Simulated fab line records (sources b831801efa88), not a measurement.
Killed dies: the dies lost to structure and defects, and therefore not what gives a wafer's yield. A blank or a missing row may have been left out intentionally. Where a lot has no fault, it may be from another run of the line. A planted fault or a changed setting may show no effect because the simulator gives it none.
A lot that was struck, set against a sound lot    flow sky130    15 steps out of a route of 708
Sound: the wafers L532.3, L532.5, L532.6. Struck: wafers L546.2, L546.4, L546.6. Last of all comes the cause.
Per side, at each step with rows, come the tool, then ch with its chambers, and then its first start. Under that, the readings that differ: sound wafers    struck wafers    difference of the means    sigmas: that difference in standard deviations of wafers without a fault.
alike: same words and numbers on both sides, and readings whose means sit less than 2 such deviations apart. not compared: any withheld reading, any reading some wafer has no value for, any bound like >300 that may hide the same value, and any number with overlapping values for which the record gives no deviation.
The two part at a step that has a row with sigmas, a row that says differs or no value, or rows on one side only. Non-overlapping numbers with no deviation appear without sigmas and do not part them. Lack of a reading on every wafer of one side parts them only where that side has two or more wafers.

first, 1 step without rows for these wafers: SKY_VT_ADJUST_HVTR_IMPLANT_09.
SKY_VT_ADJUST_HVTR_STRIP_10: strips in O2/N2.
  sound on plasma_asher-03 ch 0,1, day 11 22:24; struck on plasma_asher-01 ch 0,1, day 16 00:31
  alike: drypump_motor_current_A, oes_product_au, strip_time_to_endpoint_s
  not compared: rf_hours_counter_h
SKY_VT_ADJUST_HVTR_TW_MEAS_11:
  sound: film_metro-01 at day 11 22:29; struck: film_metro-01 at day 16 00:37
  alike: VT_ADJUST_HVTR_TW
then, 7 steps without rows for these wafers: SKY_VT_ADJUST_PCH_DEHYDRATE_00 (time 60 s); SKY_VT_ADJUST_PCH_HMDS_01 (prime time 60 s); SKY_VT_ADJUST_PCH_COAT_02 (resist thk 3000 nm); SKY_VT_ADJUST_PCH_SOFTBAKE_03; SKY_VT_ADJUST_PCH_EXPOSE_04 (exposes mask NWM, target cd 840 nm); SKY_VT_ADJUST_PCH_PEB_05; SKY_VT_ADJUST_PCH_DEVELOP_06 (develop time 60 s).
SKY_VT_ADJUST_PCH_OVL_MEAS_07:
  sound: overlay-01 at day 12 22:12; struck: overlay-01 at day 17 05:20
  alike: VT_ADJUST_PCH_OVL
next, for these wafers, 1 step has no rows: SKY_VT_ADJUST_PCH_IMPLANT_08.
SKY_VT_ADJUST_PCH_STRIP_09: strips in O2/N2.
  sound on plasma_asher-02 ch 0,1, day 12 22:25; struck on plasma_asher-04 ch 0, day 17 05:31
reading                       sound              struck             difference  sigmas
oes_product_au (a.u.)         0.718 0.726 0.720  0.813 0.809 0.814  +0.091      +22
strip_time_to_endpoint_s (s)  36.98 36.96 37.06  31.10 31.24 31.06  -5.87       -67
  alike: drypump_motor_current_A
  not compared: rf_hours_counter_h
SKY_VT_ADJUST_PCH_TW_MEAS_10:
  sound: film_metro-04 at day 12 22:30; struck: film_metro-03 at day 17 05:38
reading           sound              struck             difference  sigmas
VT_ADJUST_PCH_TW  141.8 142.1 141.6  144.8 145.2 145.0  +3.2        +2
-- the record jumps here: 33 days lie between the struck wafers' starts before and after (it left off in module VT_ADJUST_PCH and takes up again in module PAD_OPEN, whose first step shown is number 708 of the route) --
SKY_PAD_OPEN_PROBE_99:
  sound: prober-02 at day 47 18:39; struck: prober-02 at day 50 13:26
  alike: killed_at_M0_to_M3, killed_at_M4_up, killed_at_contacts, killed_at_front_end, killed_at_other, killed_dies, killed_open, killed_short

WHERE THEY PART
Earliest at SKY_VT_ADJUST_PCH_STRIP_09; latest, in this record, at SKY_VT_ADJUST_PCH_TW_MEAS_10. Later steps at which nothing parts them and some readings are alike: SKY_PAD_OPEN_PROBE_99.

WHY: whatever the simulator had introduced
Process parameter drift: plasma_asher-04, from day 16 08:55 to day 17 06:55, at SKY_VT_ADJUST_PCH_STRIP_09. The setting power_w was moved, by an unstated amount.
